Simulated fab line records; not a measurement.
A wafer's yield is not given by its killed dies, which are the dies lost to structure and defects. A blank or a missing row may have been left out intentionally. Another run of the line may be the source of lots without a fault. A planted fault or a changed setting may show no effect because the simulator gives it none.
A single fault, viewed from 2 desks || flow sky130 || numbers are kept per desk, each desk with only its own; the story behind them comes last

AT THE TOOL OWNER'S DESK: pvd_sputter-01
The tool's own readings at SKY_METAL3_SPUTTER_02 (material AlCu, target thk 735 nm, time 39.1 s): means of the sampled wafers that have a number, for each lot that ran on this tool. The brackets show how far a lot's mean lies from the usual mean; more than 4 standard deviations puts the lot out of limits, marked OUT.
Columns: A = chamber_pressure_pa at SKY_METAL3_SPUTTER_02, usual 0.4000 Pa; B = throttle_valve_pct at SKY_METAL3_SPUTTER_02, usual 30.0 %
{"lot": "L881", "first seen here": "day 36 15:16", "A": 0.3998, "B": 31.3}
{"lot": "L894", "first seen here": "day 40 12:45", "A": "0.4167 (+21) OUT", "B": 28.3}
{"lot": "L895", "first seen here": "day 40 23:38", "A": "0.4184 (+24) OUT", "B": 28.9}
This desk's verdict: out of limits on L894, L895, starting with L894 at day 40 12:45 (chamber_pressure_pa at SKY_METAL3_SPUTTER_02). In limits: L881.

THE METROLOGY DESK
Means of the sampled wafers that have a number, per lot and without regard to the tool the lot ran on: this is what the gauges read. The brackets show how far a lot's mean lies from the usual mean; more than 4 standard deviations puts the lot out of limits, marked OUT.
Columns: A = VIA2_W_RS at SKY_VIA2_RS_MEAS_22, usual 0.273 ohm/sq; B = VIA2_W_THK at SKY_VIA2_THK_MEAS_23, usual 434 nm; C = CAPM_CVD_00_THK at SKY_CAPM_THK_MEAS_01, usual 15.43 nm; D = CAPM_TIN_RS at SKY_CAPM_RS_MEAS_03, usual 6.90 ohm/sq; E = CAPM_TIN_THK at SKY_CAPM_THK_MEAS_04, usual 198.0 nm; F = CAPM_OVL at SKY_CAPM_OVL_MEAS_12, usual -0.7 nm; G = cd_nm at SKY_METAL3_CD_MEAS_13, usual 300.5 nm
{"lot": "L881", "first seen here": "day 36 14:32", "A": 0.277, "B": 418, "C": 15.17, "D": 6.80, "E": 201.2, "F": 1.1, "G": 299.5}
{"lot": "L888", "first seen here": "day 38 21:54", "A": 0.271, "B": 424, "C": 15.36, "D": 6.84, "E": 198.7, "F": 0.0, "G": 301.6}
{"lot": "L894", "first seen here": "day 40 12:04", "A": 0.276, "B": 422, "C": 15.34, "D": 6.91, "E": 198.4, "F": 0.8, "G": 301.0}
{"lot": "L895", "first seen here": "day 40 23:07", "A": 0.275, "B": 436, "C": 15.77, "D": 6.92, "E": 197.2, "F": 0.1, "G": 300.6}
{"lot": "L904", "first seen here": "day 43 08:04", "A": 0.267, "B": 455, "C": 15.68, "D": 6.95, "E": 196.2, "F": -2.4, "G": 296.8}
{"lot": "L903", "first seen here": "day 43 12:01", "A": 0.276, "B": 427, "C": 15.21, "D": 6.93, "E": 196.4, "F": -1.5, "G": 301.5}
Result from this desk: across the 6 lots, nothing is out of limits.

TAKEN TOGETHER
On L894, L895, at day 40 12:45, an alarm was possible from the tool owner's desk.
At the metrology desk, nothing out of limits was observed.
The metrology desk holds a record of L894, L895, inside its limits.
On pvd_sputter-01, each named lot ran SKY_METAL3_SPUTTER_02.

WHAT HAD BEEN PUT IN BY THE SIMULATOR
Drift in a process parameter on pvd_sputter-01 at SKY_METAL3_SPUTTER_02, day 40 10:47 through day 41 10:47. Setting chamber_pressure_pa, moved by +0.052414, from 0.4. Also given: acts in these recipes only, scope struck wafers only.
Struck lots among those shown: L894, L895.
Time in hours from fault onset to the first out-of-limits reading at each desk: the tool owner's desk, 2.
